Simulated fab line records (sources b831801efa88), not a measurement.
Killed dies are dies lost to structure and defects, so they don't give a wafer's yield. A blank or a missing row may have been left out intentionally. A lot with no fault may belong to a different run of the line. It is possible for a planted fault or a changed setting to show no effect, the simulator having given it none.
Which of the tools did it? || flow sky130 || 24 lots, 72 wafers sampled, at 6 steps of a route of 708

## WHAT EACH GAUGE READ, for each wafer
SKY_CONTACT_CD_MEAS_14: the cd target is 170 nm. Usual: cdNm at 169.5 nm, with a standard deviation of 1.5.
{"lot": "L074", "measured": "day 31 07:47", "on": "cdSem-01", "cdNm (nm)": "170.0 168.5 167.8", "flag": ""}
{"lot": "L075", "measured": "day 31 14:28", "on": "cdSem-01", "cdNm (nm)": "168.8 169.6 167.5", "flag": ""}
{"lot": "L076", "measured": "day 31 17:52", "on": "cdSem-01", "cdNm (nm)": "168.5 168.6 168.6", "flag": ""}
{"lot": "L077", "measured": "day 32 06:37", "on": "cdSem-01", "cdNm (nm)": "168.1 169.3 169.1", "flag": ""}
{"lot": "L078", "measured": "day 32 12:50", "on": "cdSem-01", "cdNm (nm)": "169.9 169.3 170.7", "flag": ""}
{"lot": "L079", "measured": "day 33 03:07", "on": "cdSem-02", "cdNm (nm)": "169.3 169.2 170.9", "flag": ""}
{"lot": "L080", "measured": "day 33 06:43", "on": "cdSem-01", "cdNm (nm)": "168.8 168.7 167.6", "flag": ""}
{"lot": "L081", "measured": "day 33 14:40", "on": "cdSem-01", "cdNm (nm)": "169.0 169.4 170.1", "flag": ""}
{"lot": "L082", "measured": "day 33 21:46", "on": "cdSem-02", "cdNm (nm)": "172.7 172.7 172.6", "flag": ""}
{"lot": "L083", "measured": "day 34 12:05", "on": "cdSem-01", "cdNm (nm)": "169.4 167.5 169.1", "flag": ""}
{"lot": "L084", "measured": "day 34 20:44", "on": "cdSem-02", "cdNm (nm)": "168.8 168.8 169.7", "flag": ""}
{"lot": "L085", "measured": "day 34 22:07", "on": "cdSem-02", "cdNm (nm)": "169.9 169.3 170.9", "flag": ""}
{"lot": "L086", "measured": "day 35 06:21", "on": "cdSem-02", "cdNm (nm)": "171.2 171.8 171.8", "flag": ""}
{"lot": "L087", "measured": "day 35 09:42", "on": "cdSem-01", "cdNm (nm)": "166.4 167.3 169.0", "flag": ""}
{"lot": "L088", "measured": "day 35 20:04", "on": "cdSem-01", "cdNm (nm)": "172.1 171.1 172.3", "flag": ""}
{"lot": "L089", "measured": "day 36 05:44", "on": "cdSem-01", "cdNm (nm)": "167.5 169.2 167.3", "flag": ""}
{"lot": "L090", "measured": "day 36 12:16", "on": "cdSem-01", "cdNm (nm)": "169.2 169.3 169.3", "flag": ""}
{"lot": "L091", "measured": "day 36 21:35", "on": "cdSem-01", "cdNm (nm)": "167.1 169.0 166.8", "flag": ""}
{"lot": "L092", "measured": "day 37 11:17", "on": "cdSem-01", "cdNm (nm)": "168.3 169.8 169.2", "flag": ""}
{"lot": "L094", "measured": "day 39 03:32", "on": "cdSem-02", "cdNm (nm)": "170.0 170.0 171.2", "flag": ""}
{"lot": "L097", "measured": "day 39 03:51", "on": "cdSem-01", "cdNm (nm)": "170.2 168.9 169.2", "flag": ""}
{"lot": "L095", "measured": "day 39 05:11", "on": "cdSem-02", "cdNm (nm)": "171.3 171.3 170.6", "flag": ""}
{"lot": "L093", "measured": "day 39 07:17", "on": "cdSem-01", "cdNm (nm)": "169.5 168.0 167.4", "flag": ""}
{"lot": "L096", "measured": "day 39 10:52", "on": "cdSem-02", "cdNm (nm)": "168.3 167.9 168.4", "flag": ""}

SKY_VIA3_BOW_MEAS_03. Usual: VIA3_BOW gives 80 um (standard deviation 7.8).
{"lot": "L074", "measured": "day 38 08:19", "on": "filmMetro-03", "VIA3_BOW (um)": "77 84 85", "flag": ""}
{"lot": "L075", "measured": "day 38 14:35", "on": "filmMetro-03", "VIA3_BOW (um)": "82 87 78", "flag": ""}
{"lot": "L076", "measured": "day 38 19:23", "on": "filmMetro-02", "VIA3_BOW (um)": "79 75 74", "flag": ""}
{"lot": "L077", "measured": "day 39 06:41", "on": "filmMetro-03", "VIA3_BOW (um)": "72 83 76", "flag": ""}
{"lot": "L078", "measured": "day 39 11:24", "on": "filmMetro-02", "VIA3_BOW (um)": "76 83 70", "flag": ""}
{"lot": "L079", "measured": "day 40 01:26", "on": "filmMetro-02", "VIA3_BOW (um)": "83 85 83", "flag": ""}
{"lot": "L080", "measured": "day 40 03:10", "on": "filmMetro-02", "VIA3_BOW (um)": "74 93 71", "flag": ""}
{"lot": "L081", "measured": "day 40 12:23", "on": "filmMetro-03", "VIA3_BOW (um)": "79 80 77", "flag": ""}
{"lot": "L082", "measured": "day 40 17:50", "on": "filmMetro-02", "VIA3_BOW (um)": "88 84 97", "flag": ""}
{"lot": "L083", "measured": "day 41 07:44", "on": "filmMetro-04", "VIA3_BOW (um)": "79 66 75", "flag": ""}
{"lot": "L084", "measured": "day 41 16:23", "on": "filmMetro-04", "VIA3_BOW (um)": "95 99 90", "flag": ""}
{"lot": "L085", "measured": "day 41 17:32", "on": "filmMetro-02", "VIA3_BOW (um)": "81 72 90", "flag": ""}
{"lot": "L086", "measured": "day 41 23:22", "on": "filmMetro-03", "VIA3_BOW (um)": "85 81 78", "flag": ""}
{"lot": "L087", "measured": "day 42 03:37", "on": "filmMetro-02", "VIA3_BOW (um)": "69 65 87", "flag": ""}
{"lot": "L088", "measured": "day 42 13:31", "on": "filmMetro-04", "VIA3_BOW (um)": "85 81 71", "flag": ""}
{"lot": "L089", "measured": "day 42 21:02", "on": "filmMetro-02", "VIA3_BOW (um)": "75 82 75", "flag": ""}
{"lot": "L090", "measured": "day 43 03:20", "on": "filmMetro-03", "VIA3_BOW (um)": "83 80 84", "flag": ""}
{"lot": "L091", "measured": "day 43 09:01", "on": "filmMetro-02", "VIA3_BOW (um)": "91 80 71", "flag": ""}
{"lot": "L092", "measured": "day 43 22:02", "on": "filmMetro-04", "VIA3_BOW (um)": "81 96 79", "flag": ""}
{"lot": "L094", "measured": "day 45 09:29", "on": "filmMetro-04", "VIA3_BOW (um)": "73 78 80", "flag": ""}
{"lot": "L097", "measured": "day 45 11:05", "on": "filmMetro-03", "VIA3_BOW (um)": "89 98 94", "flag": ""}
{"lot": "L095", "measured": "day 45 11:38", "on": "filmMetro-04", "VIA3_BOW (um)": "82 85 64", "flag": ""}
{"lot": "L093", "measured": "day 45 13:40", "on": "filmMetro-02", "VIA3_BOW (um)": "66 73 65", "flag": ""}
{"lot": "L096", "measured": "day 45 17:19", "on": "filmMetro-04", "VIA3_BOW (um)": "66 76 79", "flag": ""}

SKY_METAL4_CD_MEAS_13: the cd target is 300 nm. Usual: cdNm at 299.8 nm, with a standard deviation of 1.5.
{"lot": "L074", "measured": "day 41 12:16", "on": "cdSem-01", "cdNm (nm)": "301.7 300.1 301.6", "flag": ""}
{"lot": "L075", "measured": "day 41 19:02", "on": "cdSem-02", "cdNm (nm)": "298.9 300.1 298.8", "flag": ""}
{"lot": "L076", "measured": "day 41 23:15", "on": "cdSem-02", "cdNm (nm)": "297.9 298.3 297.5", "flag": ""}
{"lot": "L077", "measured": "day 42 10:17", "on": "cdSem-02", "cdNm (nm)": "297.5 299.2 299.2", "flag": ""}
{"lot": "L078", "measured": "day 42 13:11", "on": "cdSem-02", "cdNm (nm)": "302.0 300.1 299.6", "flag": ""}
{"lot": "L079", "measured": "day 43 03:01", "on": "cdSem-02", "cdNm (nm)": "298.6 298.3 297.2", "flag": ""}
{"lot": "L080", "measured": "day 43 05:02", "on": "cdSem-02", "cdNm (nm)": "299.6 299.9 300.4", "flag": ""}
{"lot": "L081", "measured": "day 43 12:52", "on": "cdSem-01", "cdNm (nm)": "299.3 299.7 300.0", "flag": ""}
{"lot": "L082", "measured": "day 43 17:44", "on": "cdSem-01", "cdNm (nm)": "301.7 301.6 300.8", "flag": ""}
{"lot": "L083", "measured": "day 44 06:56", "on": "cdSem-02", "cdNm (nm)": "298.9 298.8 299.7", "flag": ""}
{"lot": "L084", "measured": "day 44 14:45", "on": "cdSem-02", "cdNm (nm)": "296.3 297.7 296.1", "flag": ""}
{"lot": "L085", "measured": "day 44 16:14", "on": "cdSem-01", "cdNm (nm)": "301.4 302.3 301.1", "flag": ""}
{"lot": "L086", "measured": "day 44 21:48", "on": "cdSem-02", "cdNm (nm)": "296.7 297.3 296.7", "flag": ""}
{"lot": "L087", "measured": "day 44 23:44", "on": "cdSem-02", "cdNm (nm)": "301.2 300.9 299.2", "flag": ""}
{"lot": "L088", "measured": "day 45 10:22", "on": "cdSem-02", "cdNm (nm)": "301.4 301.3 303.3", "flag": ""}
{"lot": "L089", "measured": "day 45 17:46", "on": "cdSem-02", "cdNm (nm)": "299.8 299.3 298.9", "flag": ""}
{"lot": "L090", "measured": "day 45 22:59", "on": "cdSem-01", "cdNm (nm)": "298.6 299.4 300.1", "flag": ""}
{"lot": "L091", "measured": "day 46 03:48", "on": "cdSem-01", "cdNm (nm)": "300.9 300.7 301.4", "flag": ""}
{"lot": "L092", "measured": "day 46 16:03", "on": "cdSem-01", "cdNm (nm)": "301.8 300.3 300.7", "flag": ""}
{"lot": "L094", "measured": "day 47 22:47", "on": "cdSem-01", "cdNm (nm)": "300.7 298.9 297.8", "flag": ""}
{"lot": "L097", "measured": "day 48 00:55", "on": "cdSem-01", "cdNm (nm)": "299.6 299.9 299.3", "flag": ""}
{"lot": "L095", "measured": "day 48 01:37", "on": "cdSem-02", "cdNm (nm)": "301.9 302.0 301.5", "flag": ""}
{"lot": "L093", "measured": "day 48 02:47", "on": "cdSem-01", "cdNm (nm)": "299.2 298.7 298.7", "flag": ""}
{"lot": "L096", "measured": "day 48 07:27", "on": "cdSem-01", "cdNm (nm)": "301.0 300.0 300.8", "flag": ""}

## TOOL THAT RAN EACH LOT (tool first, then ch and the chambers of the sampled wafers, then the start)
{"lot": "L074", "SKY_SD_P_STRIP_10": "plasmaAsher-01 ch 0,1, day 25 03:23", "SKY_CONTACT_SPUTTER_23": "pvdSputter-04, day 31 08:38", "SKY_METAL1_SPUTTER_02": "pvdSputter-03, day 31 09:20"}
{"lot": "L075", "SKY_SD_P_STRIP_10": "plasmaAsher-04 ch 0,1, day 25 10:59", "SKY_CONTACT_SPUTTER_23": "pvdSputter-01, day 31 15:19", "SKY_METAL1_SPUTTER_02": "pvdSputter-03, day 31 16:01"}
{"lot": "L076", "SKY_SD_P_STRIP_10": "plasmaAsher-04 ch 0,1, day 25 15:10", "SKY_CONTACT_SPUTTER_23": "pvdSputter-04, day 31 18:44", "SKY_METAL1_SPUTTER_02": "pvdSputter-02, day 31 19:26"}
{"lot": "L077", "SKY_SD_P_STRIP_10": "plasmaAsher-01 ch 0,1, day 26 03:17", "SKY_CONTACT_SPUTTER_23": "pvdSputter-01, day 32 07:30", "SKY_METAL1_SPUTTER_02": "pvdSputter-02, day 32 08:12"}
{"lot": "L078", "SKY_SD_P_STRIP_10": "plasmaAsher-01 ch 0,1, day 26 12:38", "SKY_CONTACT_SPUTTER_23": "pvdSputter-01, day 32 13:45", "SKY_METAL1_SPUTTER_02": "pvdSputter-03, day 32 14:27"}
{"lot": "L079", "SKY_SD_P_STRIP_10": "plasmaAsher-01 ch 0,1, day 27 05:19", "SKY_CONTACT_SPUTTER_23": "pvdSputter-04, day 33 03:59", "SKY_METAL1_SPUTTER_02": "pvdSputter-01, day 33 04:41"}
{"lot": "L080", "SKY_SD_P_STRIP_10": "plasmaAsher-02 ch 0,1, day 27 05:37", "SKY_CONTACT_SPUTTER_23": "pvdSputter-04, day 33 07:37", "SKY_METAL1_SPUTTER_02": "pvdSputter-02, day 33 08:19"}
{"lot": "L081", "SKY_SD_P_STRIP_10": "plasmaAsher-01 ch 0,1, day 27 14:41", "SKY_CONTACT_SPUTTER_23": "pvdSputter-03, day 33 15:32", "SKY_METAL1_SPUTTER_02": "pvdSputter-02, day 33 16:14"}
{"lot": "L082", "SKY_SD_P_STRIP_10": "plasmaAsher-04 ch 0,1, day 27 22:46", "SKY_CONTACT_SPUTTER_23": "pvdSputter-03, day 33 22:38", "SKY_METAL1_SPUTTER_02": "pvdSputter-02, day 33 23:20"}
{"lot": "L083", "SKY_SD_P_STRIP_10": "plasmaAsher-04 ch 0,1, day 28 12:02", "SKY_CONTACT_SPUTTER_23": "pvdSputter-01, day 34 12:59", "SKY_METAL1_SPUTTER_02": "pvdSputter-02, day 34 13:41"}
{"lot": "L084", "SKY_SD_P_STRIP_10": "plasmaAsher-04 ch 0,1, day 29 00:08", "SKY_CONTACT_SPUTTER_23": "pvdSputter-01, day 34 21:37", "SKY_METAL1_SPUTTER_02": "pvdSputter-03, day 34 22:19"}
{"lot": "L085", "SKY_SD_P_STRIP_10": "plasmaAsher-02 ch 0,1, day 29 01:44", "SKY_CONTACT_SPUTTER_23": "pvdSputter-04, day 34 23:00", "SKY_METAL1_SPUTTER_02": "pvdSputter-01, day 34 23:42"}
{"lot": "L086", "SKY_SD_P_STRIP_10": "plasmaAsher-04 ch 0,1, day 29 09:08", "SKY_CONTACT_SPUTTER_23": "pvdSputter-04, day 35 07:15", "SKY_METAL1_SPUTTER_02": "pvdSputter-01, day 35 07:57"}
{"lot": "L087", "SKY_SD_P_STRIP_10": "plasmaAsher-02 ch 0,1, day 29 14:56", "SKY_CONTACT_SPUTTER_23": "pvdSputter-04, day 35 10:37", "SKY_METAL1_SPUTTER_02": "pvdSputter-02, day 35 11:19"}
{"lot": "L088", "SKY_SD_P_STRIP_10": "plasmaAsher-01 ch 0,1, day 30 01:22", "SKY_CONTACT_SPUTTER_23": "pvdSputter-03, day 35 20:57", "SKY_METAL1_SPUTTER_02": "pvdSputter-01, day 35 21:39"}
{"lot": "L089", "SKY_SD_P_STRIP_10": "plasmaAsher-04 ch 0, day 30 12:22", "SKY_CONTACT_SPUTTER_23": "pvdSputter-01, day 36 06:37", "SKY_METAL1_SPUTTER_02": "pvdSputter-02, day 36 07:19"}
{"lot": "L090", "SKY_SD_P_STRIP_10": "plasmaAsher-01 ch 0,1, day 30 15:58", "SKY_CONTACT_SPUTTER_23": "pvdSputter-01, day 36 13:09", "SKY_METAL1_SPUTTER_02": "pvdSputter-03, day 36 13:51"}
{"lot": "L091", "SKY_SD_P_STRIP_10": "plasmaAsher-01 ch 0,1, day 31 03:55", "SKY_CONTACT_SPUTTER_23": "pvdSputter-04, day 36 22:27", "SKY_METAL1_SPUTTER_02": "pvdSputter-03, day 36 23:09"}
{"lot": "L092", "SKY_SD_P_STRIP_10": "plasmaAsher-04 ch 0,1, day 31 19:13", "SKY_CONTACT_SPUTTER_23": "pvdSputter-03, day 37 12:09", "SKY_METAL1_SPUTTER_02": "pvdSputter-02, day 37 12:51"}
{"lot": "L094", "SKY_SD_P_STRIP_10": "plasmaAsher-04 ch 0,1, day 33 13:41", "SKY_CONTACT_SPUTTER_23": "pvdSputter-01, day 39 04:23", "SKY_METAL1_SPUTTER_02": "pvdSputter-02, day 39 05:43"}
{"lot": "L097", "SKY_SD_P_STRIP_10": "plasmaAsher-02 ch 0,1, day 33 14:16", "SKY_CONTACT_SPUTTER_23": "pvdSputter-03, day 39 04:46", "SKY_METAL1_SPUTTER_02": "pvdSputter-01, day 39 06:01"}
{"lot": "L095", "SKY_SD_P_STRIP_10": "plasmaAsher-04 ch 0,1, day 33 14:35", "SKY_CONTACT_SPUTTER_23": "pvdSputter-04, day 39 06:06", "SKY_METAL1_SPUTTER_02": "pvdSputter-01, day 39 07:02"}
{"lot": "L093", "SKY_SD_P_STRIP_10": "plasmaAsher-01 ch 0,1, day 33 15:47", "SKY_CONTACT_SPUTTER_23": "pvdSputter-03, day 39 08:10", "SKY_METAL1_SPUTTER_02": "pvdSputter-02, day 39 08:52"}
{"lot": "L096", "SKY_SD_P_STRIP_10": "plasmaAsher-01 ch 0,1, day 33 20:38", "SKY_CONTACT_SPUTTER_23": "pvdSputter-01, day 39 11:45", "SKY_METAL1_SPUTTER_02": "pvdSputter-01, day 39 12:27"}
- SKY_SD_P_STRIP_10: strips in O2/N2.
- SKY_CONTACT_SPUTTER_23: material TiN, target thk 20 nm, time 80 s.
- SKY_METAL1_SPUTTER_02: material AlCu, target thk 250 nm, time 13.3 s.

## WHAT THE TOOLS THEMSELVES READ (means of the sampled wafers that have a number; where no wafer has one, the mark that the record gives instead)
SKY_SD_P_STRIP_10. Usual: drypumpMotorCurrentA 6.0 A, standard deviation 0.52; oesProductAu 0.619 a.u., standard deviation 0.0044; stripTimeToEndpointS 17.46 s, standard deviation 0.046.
{"lot": "L074", "tool": "plasmaAsher-01", "drypumpMotorCurrentA (A)": 6.3, "oesProductAu (a.u.)": 0.622, "stripTimeToEndpointS (s)": 17.52, "flag": ""}
{"lot": "L075", "tool": "plasmaAsher-04", "drypumpMotorCurrentA (A)": 5.7, "oesProductAu (a.u.)": 0.619, "stripTimeToEndpointS (s)": 17.47, "flag": ""}
{"lot": "L076", "tool": "plasmaAsher-04", "drypumpMotorCurrentA (A)": 5.7, "oesProductAu (a.u.)": 0.621, "stripTimeToEndpointS (s)": 17.47, "flag": ""}
{"lot": "L077", "tool": "plasmaAsher-01", "drypumpMotorCurrentA (A)": 6.0, "oesProductAu (a.u.)": 0.613, "stripTimeToEndpointS (s)": 17.46, "flag": ""}
{"lot": "L078", "tool": "plasmaAsher-01", "drypumpMotorCurrentA (A)": 6.3, "oesProductAu (a.u.)": 0.622, "stripTimeToEndpointS (s)": 17.49, "flag": ""}
{"lot": "L079", "tool": "plasmaAsher-01", "drypumpMotorCurrentA (A)": 6.3, "oesProductAu (a.u.)": 0.618, "stripTimeToEndpointS (s)": 17.50, "flag": ""}
{"lot": "L080", "tool": "plasmaAsher-02", "drypumpMotorCurrentA (A)": 6.1, "oesProductAu (a.u.)": 0.619, "stripTimeToEndpointS (s)": 17.56, "flag": ""}
{"lot": "L081", "tool": "plasmaAsher-01", "drypumpMotorCurrentA (A)": 6.2, "oesProductAu (a.u.)": 0.619, "stripTimeToEndpointS (s)": 17.46, "flag": ""}
{"lot": "L082", "tool": "plasmaAsher-04", "drypumpMotorCurrentA (A)": 6.1, "oesProductAu (a.u.)": 0.619, "stripTimeToEndpointS (s)": 17.50, "flag": ""}
{"lot": "L083", "tool": "plasmaAsher-04", "drypumpMotorCurrentA (A)": 5.7, "oesProductAu (a.u.)": 0.623, "stripTimeToEndpointS (s)": 17.43, "flag": ""}
{"lot": "L084", "tool": "plasmaAsher-04", "drypumpMotorCurrentA (A)": 5.7, "oesProductAu (a.u.)": 0.618, "stripTimeToEndpointS (s)": 17.52, "flag": ""}
{"lot": "L085", "tool": "plasmaAsher-02", "drypumpMotorCurrentA (A)": 5.6, "oesProductAu (a.u.)": 0.617, "stripTimeToEndpointS (s)": 17.47, "flag": ""}
{"lot": "L086", "tool": "plasmaAsher-04", "drypumpMotorCurrentA (A)": 5.7, "oesProductAu (a.u.)": 0.619, "stripTimeToEndpointS (s)": 17.45, "flag": ""}
{"lot": "L087", "tool": "plasmaAsher-02", "drypumpMotorCurrentA (A)": 5.6, "oesProductAu (a.u.)": 0.620, "stripTimeToEndpointS (s)": 17.43, "flag": ""}
{"lot": "L088", "tool": "plasmaAsher-01", "drypumpMotorCurrentA (A)": 6.3, "oesProductAu (a.u.)": 0.614, "stripTimeToEndpointS (s)": 17.50, "flag": ""}
{"lot": "L089", "tool": "plasmaAsher-04", "drypumpMotorCurrentA (A)": 6.5, "oesProductAu (a.u.)": 0.623, "stripTimeToEndpointS (s)": 17.51, "flag": ""}
{"lot": "L090", "tool": "plasmaAsher-01", "drypumpMotorCurrentA (A)": 6.0, "oesProductAu (a.u.)": 0.616, "stripTimeToEndpointS (s)": 17.42, "flag": ""}
{"lot": "L091", "tool": "plasmaAsher-01", "drypumpMotorCurrentA (A)": 6.3, "oesProductAu (a.u.)": 0.616, "stripTimeToEndpointS (s)": 17.41, "flag": ""}
{"lot": "L092", "tool": "plasmaAsher-04", "drypumpMotorCurrentA (A)": 6.1, "oesProductAu (a.u.)": 0.624, "stripTimeToEndpointS (s)": 17.40, "flag": ""}
{"lot": "L094", "tool": "plasmaAsher-04", "drypumpMotorCurrentA (A)": 6.1, "oesProductAu (a.u.)": 0.616, "stripTimeToEndpointS (s)": 17.39, "flag": ""}
{"lot": "L097", "tool": "plasmaAsher-02", "drypumpMotorCurrentA (A)": 6.1, "oesProductAu (a.u.)": 0.617, "stripTimeToEndpointS (s)": 17.46, "flag": ""}
{"lot": "L095", "tool": "plasmaAsher-04", "drypumpMotorCurrentA (A)": 6.1, "oesProductAu (a.u.)": 0.621, "stripTimeToEndpointS (s)": 17.42, "flag": ""}
{"lot": "L093", "tool": "plasmaAsher-01", "drypumpMotorCurrentA (A)": 6.3, "oesProductAu (a.u.)": 0.623, "stripTimeToEndpointS (s)": 17.44, "flag": ""}
{"lot": "L096", "tool": "plasmaAsher-01", "drypumpMotorCurrentA (A)": 6.0, "oesProductAu (a.u.)": 0.623, "stripTimeToEndpointS (s)": 17.45, "flag": ""}

SKY_CONTACT_SPUTTER_23. Usual: cathodeDcPowerW 4000.1 W, standard deviation 0.77; chamberPressurePa 5.001 Pa, standard deviation 0.0095; throttleValvePct 30.3 %, standard deviation 0.65.
{"lot": "L074", "tool": "pvdSputter-04", "cathodeDcPowerW (W)": 4000.1, "chamberPressurePa (Pa)": 4.986, "throttleValvePct (%)": 30.7, "flag": ""}
{"lot": "L075", "tool": "pvdSputter-01", "cathodeDcPowerW (W)": 4000.0, "chamberPressurePa (Pa)": 5.000, "throttleValvePct (%)": 30.6, "flag": ""}
{"lot": "L076", "tool": "pvdSputter-04", "cathodeDcPowerW (W)": 4000.1, "chamberPressurePa (Pa)": 4.995, "throttleValvePct (%)": 30.2, "flag": ""}
{"lot": "L077", "tool": "pvdSputter-01", "cathodeDcPowerW (W)": 4000.3, "chamberPressurePa (Pa)": 5.000, "throttleValvePct (%)": 30.9, "flag": ""}
{"lot": "L078", "tool": "pvdSputter-01", "cathodeDcPowerW (W)": 4000.2, "chamberPressurePa (Pa)": 5.008, "throttleValvePct (%)": 31.0, "flag": ""}
{"lot": "L079", "tool": "pvdSputter-04", "cathodeDcPowerW (W)": 4000.1, "chamberPressurePa (Pa)": 5.003, "throttleValvePct (%)": 30.8, "flag": ""}
{"lot": "L080", "tool": "pvdSputter-04", "cathodeDcPowerW (W)": 4000.2, "chamberPressurePa (Pa)": 4.996, "throttleValvePct (%)": 30.4, "flag": ""}
{"lot": "L081", "tool": "pvdSputter-03", "cathodeDcPowerW (W)": 4000.2, "chamberPressurePa (Pa)": 4.992, "throttleValvePct (%)": 30.4, "flag": ""}
{"lot": "L082", "tool": "pvdSputter-03", "cathodeDcPowerW (W)": 4000.5, "chamberPressurePa (Pa)": 5.005, "throttleValvePct (%)": 30.2, "flag": ""}
{"lot": "L083", "tool": "pvdSputter-01", "cathodeDcPowerW (W)": 4000.6, "chamberPressurePa (Pa)": 4.998, "throttleValvePct (%)": 30.9, "flag": ""}
{"lot": "L084", "tool": "pvdSputter-01", "cathodeDcPowerW (W)": 4000.1, "chamberPressurePa (Pa)": 4.992, "throttleValvePct (%)": 30.5, "flag": ""}
{"lot": "L085", "tool": "pvdSputter-04", "cathodeDcPowerW (W)": 4000.1, "chamberPressurePa (Pa)": 4.998, "throttleValvePct (%)": 30.4, "flag": ""}
{"lot": "L086", "tool": "pvdSputter-04", "cathodeDcPowerW (W)": 4000.1, "chamberPressurePa (Pa)": 5.001, "throttleValvePct (%)": 30.4, "flag": ""}
{"lot": "L087", "tool": "pvdSputter-04", "cathodeDcPowerW (W)": 3999.7, "chamberPressurePa (Pa)": 5.000, "throttleValvePct (%)": 30.4, "flag": ""}
{"lot": "L088", "tool": "pvdSputter-03", "cathodeDcPowerW (W)": 3998.7, "chamberPressurePa (Pa)": 4.999, "throttleValvePct (%)": 30.0, "flag": ""}
{"lot": "L089", "tool": "pvdSputter-01", "cathodeDcPowerW (W)": 3999.7, "chamberPressurePa (Pa)": 5.001, "throttleValvePct (%)": 30.3, "flag": ""}
{"lot": "L090", "tool": "pvdSputter-01", "cathodeDcPowerW (W)": 3999.8, "chamberPressurePa (Pa)": 5.006, "throttleValvePct (%)": 30.4, "flag": ""}
{"lot": "L091", "tool": "pvdSputter-04", "cathodeDcPowerW (W)": 3999.3, "chamberPressurePa (Pa)": 5.006, "throttleValvePct (%)": 30.4, "flag": ""}
{"lot": "L092", "tool": "pvdSputter-03", "cathodeDcPowerW (W)": 4000.6, "chamberPressurePa (Pa)": 4.999, "throttleValvePct (%)": 29.8, "flag": ""}
{"lot": "L094", "tool": "pvdSputter-01", "cathodeDcPowerW (W)": 4000.5, "chamberPressurePa (Pa)": 5.007, "throttleValvePct (%)": 30.3, "flag": ""}
{"lot": "L097", "tool": "pvdSputter-03", "cathodeDcPowerW (W)": 3999.7, "chamberPressurePa (Pa)": 5.005, "throttleValvePct (%)": 30.1, "flag": ""}
{"lot": "L095", "tool": "pvdSputter-04", "cathodeDcPowerW (W)": 4000.5, "chamberPressurePa (Pa)": 5.002, "throttleValvePct (%)": 29.7, "flag": ""}
{"lot": "L093", "tool": "pvdSputter-03", "cathodeDcPowerW (W)": 4000.6, "chamberPressurePa (Pa)": 4.992, "throttleValvePct (%)": 29.9, "flag": ""}
{"lot": "L096", "tool": "pvdSputter-01", "cathodeDcPowerW (W)": 4000.8, "chamberPressurePa (Pa)": 5.006, "throttleValvePct (%)": 30.1, "flag": ""}

SKY_METAL1_SPUTTER_02. Usual: cathodeDcPowerW 10600 W, standard deviation 1.9; chamberPressurePa 0.4000 Pa, standard deviation 0.00077; throttleValvePct 30.2 %, standard deviation 0.81.
{"lot": "L074", "tool": "pvdSputter-03", "cathodeDcPowerW (W)": 10599, "chamberPressurePa (Pa)": 0.3996, "throttleValvePct (%)": 29.8, "flag": ""}
{"lot": "L075", "tool": "pvdSputter-03", "cathodeDcPowerW (W)": 10601, "chamberPressurePa (Pa)": 0.3999, "throttleValvePct (%)": 29.9, "flag": ""}
{"lot": "L076", "tool": "pvdSputter-02", "cathodeDcPowerW (W)": 10601, "chamberPressurePa (Pa)": 0.4001, "throttleValvePct (%)": 30.0, "flag": ""}
{"lot": "L077", "tool": "pvdSputter-02", "cathodeDcPowerW (W)": 10600, "chamberPressurePa (Pa)": 0.4001, "throttleValvePct (%)": 30.6, "flag": ""}
{"lot": "L078", "tool": "pvdSputter-03", "cathodeDcPowerW (W)": 10600, "chamberPressurePa (Pa)": 0.3989, "throttleValvePct (%)": 30.2, "flag": ""}
{"lot": "L079", "tool": "pvdSputter-01", "cathodeDcPowerW (W)": 10600, "chamberPressurePa (Pa)": 0.3993, "throttleValvePct (%)": 30.9, "flag": ""}
{"lot": "L080", "tool": "pvdSputter-02", "cathodeDcPowerW (W)": 10600, "chamberPressurePa (Pa)": 0.4002, "throttleValvePct (%)": 30.5, "flag": ""}
{"lot": "L081", "tool": "pvdSputter-02", "cathodeDcPowerW (W)": 10602, "chamberPressurePa (Pa)": 0.4004, "throttleValvePct (%)": 29.6, "flag": ""}
{"lot": "L082", "tool": "pvdSputter-02", "cathodeDcPowerW (W)": 10601, "chamberPressurePa (Pa)": 0.4004, "throttleValvePct (%)": 30.3, "flag": ""}
{"lot": "L083", "tool": "pvdSputter-02", "cathodeDcPowerW (W)": 10600, "chamberPressurePa (Pa)": 0.3996, "throttleValvePct (%)": 30.6, "flag": ""}
{"lot": "L084", "tool": "pvdSputter-03", "cathodeDcPowerW (W)": 10599, "chamberPressurePa (Pa)": 0.4007, "throttleValvePct (%)": 30.0, "flag": ""}
{"lot": "L085", "tool": "pvdSputter-01", "cathodeDcPowerW (W)": 10601, "chamberPressurePa (Pa)": 0.3995, "throttleValvePct (%)": 30.5, "flag": ""}
{"lot": "L086", "tool": "pvdSputter-01", "cathodeDcPowerW (W)": 10601, "chamberPressurePa (Pa)": 0.3993, "throttleValvePct (%)": 31.1, "flag": ""}
{"lot": "L087", "tool": "pvdSputter-02", "cathodeDcPowerW (W)": 10600, "chamberPressurePa (Pa)": 0.4010, "throttleValvePct (%)": 29.3, "flag": ""}
{"lot": "L088", "tool": "pvdSputter-01", "cathodeDcPowerW (W)": 10600, "chamberPressurePa (Pa)": 0.3991, "throttleValvePct (%)": 30.3, "flag": ""}
{"lot": "L089", "tool": "pvdSputter-02", "cathodeDcPowerW (W)": 10602, "chamberPressurePa (Pa)": 0.3997, "throttleValvePct (%)": 30.0, "flag": ""}
{"lot": "L090", "tool": "pvdSputter-03", "cathodeDcPowerW (W)": 10599, "chamberPressurePa (Pa)": 0.3995, "throttleValvePct (%)": 29.8, "flag": ""}
{"lot": "L091", "tool": "pvdSputter-03", "cathodeDcPowerW (W)": 10600, "chamberPressurePa (Pa)": 0.4001, "throttleValvePct (%)": 30.0, "flag": ""}
{"lot": "L092", "tool": "pvdSputter-02", "cathodeDcPowerW (W)": 10600, "chamberPressurePa (Pa)": 0.3997, "throttleValvePct (%)": 30.4, "flag": ""}
{"lot": "L094", "tool": "pvdSputter-02", "cathodeDcPowerW (W)": 10600, "chamberPressurePa (Pa)": 0.4002, "throttleValvePct (%)": 31.1, "flag": ""}
{"lot": "L097", "tool": "pvdSputter-01", "cathodeDcPowerW (W)": 10600, "chamberPressurePa (Pa)": 0.4010, "throttleValvePct (%)": 30.4, "flag": ""}
{"lot": "L095", "tool": "pvdSputter-01", "cathodeDcPowerW (W)": 10600, "chamberPressurePa (Pa)": 0.4008, "throttleValvePct (%)": 29.6, "flag": ""}
{"lot": "L093", "tool": "pvdSputter-02", "cathodeDcPowerW (W)": 10598, "chamberPressurePa (Pa)": 0.4004, "throttleValvePct (%)": 30.1, "flag": ""}
{"lot": "L096", "tool": "pvdSputter-01", "cathodeDcPowerW (W)": 10600, "chamberPressurePa (Pa)": 0.4006, "throttleValvePct (%)": 30.2, "flag": ""}

## THE ANSWER, worked out from the rows above alone
Rule: a lot is off if the mean of its wafers that have a number lies more than 3 standard deviations from the usual mean. Also off: a lot with no number at a reading for which 4 or more lots have one. Any other lot the step has rows for is counted as sound. First the gauges in route order, then the tools' own readings, where a lot's mean is used as printed above. At the first step where some lot is off, the reading lying furthest off is the one used; lots without a number count as furthest.
No lot is off on any of the readings shown, so nothing can be concluded from this.

## WHAT WAS PUT IN BY THE SIMULATOR
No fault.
